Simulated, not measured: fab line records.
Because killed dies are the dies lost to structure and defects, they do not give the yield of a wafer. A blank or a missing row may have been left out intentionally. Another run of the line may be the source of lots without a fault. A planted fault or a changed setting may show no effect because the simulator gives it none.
Comparing a struck lot with a sound one | flow gf180mcu | 32 out of 602 route steps
Sound: these wafers, L749.1, L749.3, L749.6. The struck wafers were L740.1, L740.3, L740.6. The cause is named last.
Order at every step that has rows: each side's tool, ch and its chambers, its first start. Under that, the readings that differ: sound wafers | struck wafers | difference of the means | sigmas: that difference in standard deviations of wafers without a fault.
alike: readings with means less than 2 such deviations apart, plus words and numbers identical on both sides. not compared: withheld readings, readings lacking a value on some wafer, bounds such as >300 that could conceal the same value, and numbers that have no deviation in the record and whose values overlap.
A row with sigmas, a row that says differs or no value, or rows on one side alone: a step with any of these is where the two part. Numbers that have no deviation but don't overlap get no sigmas and don't part them. Lack of a reading on every wafer of one side parts them only where that side has two or more wafers.

first, 10 steps without rows for these wafers: GF_CONTACT_PEB_12 (peb time 90 s); GF_CONTACT_DEVELOP_13 (develop time 60 s); GF_CONTACT_ETCH_16 (etches BARC in N2/H2); GF_CONTACT_ETCH_17 (etches SiO2 in C4F8/O2/Ar, stops on CoSi2, target depth 860 nm); GF_CONTACT_STRIP_18 (strips in O2/N2); GF_CONTACT_CLEAN_19 (cleans in SPM); GF_CONTACT_CLEAN_20 (cleans in DIW); GF_CONTACT_CLEAN_21 (cleans in dHF, time 20 s); GF_CONTACT_SPUTTER_22 (material Ti, target thk 15 nm, time 80.02 s); GF_CONTACT_SPUTTER_23 (material TiN, target thk 10 nm, time 40 s).
GF_CONTACT_CVD_24: deposits W, target thk 300 nm, time 90.339 s.
  sound on cvd-w-02 ch 0,1, day 22 01:58; struck on cvd-w-02 ch 0, day 18 08:56
  alike: chamber-pressure-Torr, heater-power-w
then, 20 steps without rows for these wafers: GF_CONTACT_CMP_27 (polishes, stops on SiO2, t overpolish 15 s, target thk 0 nm); GF_M1_SPUTTER_00 (material Ti, target thk 37.5 nm, time 150 s); GF_M1_SPUTTER_01 (material TiN, target thk 30 nm, time 25 s); GF_M1_SPUTTER_02 (material AlCu, target thk 450 nm, time 23.9 s); GF_M1_SPUTTER_03 (material Ti, target thk 10 nm, time 6.7 s); GF_M1_SPUTTER_04 (material TiN, target thk 50 nm, time 41.7 s); GF_M1_DEHYDRATE_07 (time 60 s); GF_M1_HMDS_08 (prime time 60 s); GF_M1_COAT_09 (resist thk 1000 nm); GF_M1_SOFTBAKE_10 (time 60 s); GF_M1_EXPOSE_11 (exposes mask Metal1, target cd 230 nm); GF_M1_PEB_12 (peb time 90 s); GF_M1_DEVELOP_13 (develop time 60 s); GF_M1_METAL_ETCH_16 (etches the open film in Cl2/BCl3, stops on SiO2, target depth 627.5 nm, time 104.6 s); GF_M1_STRIP_17 (strips in O2/N2); GF_M1_STRIP_18 (strips in post etch residue remover, time 1200 s); GF_M1_CLEAN_19 (cleans in DIW); GF_V1_CVD_00 (deposits SiO2, target thk 600 nm, time 100 s); GF_V1_CVD_02 (deposits SiO2 from TEOS, target thk 850 nm, time 94.851 s); GF_V1_CMP_04 (polishes SiO2).
-- the record jumps here: 12 days lie between the struck wafers' starts before and after (it left off in module V1 and takes up again in module PASSIVATION, whose first step shown is number 602 of the route) --
GF_PASSIVATION_PROBE_99:
  rows exist in the record for the struck wafers here (prober-02, day 30 20:25), but not for the sound ones

## WHERE THEY PART
At GF_PASSIVATION_PROBE_99 and nowhere else, as far as this record goes.

WHY: whatever the simulator had introduced
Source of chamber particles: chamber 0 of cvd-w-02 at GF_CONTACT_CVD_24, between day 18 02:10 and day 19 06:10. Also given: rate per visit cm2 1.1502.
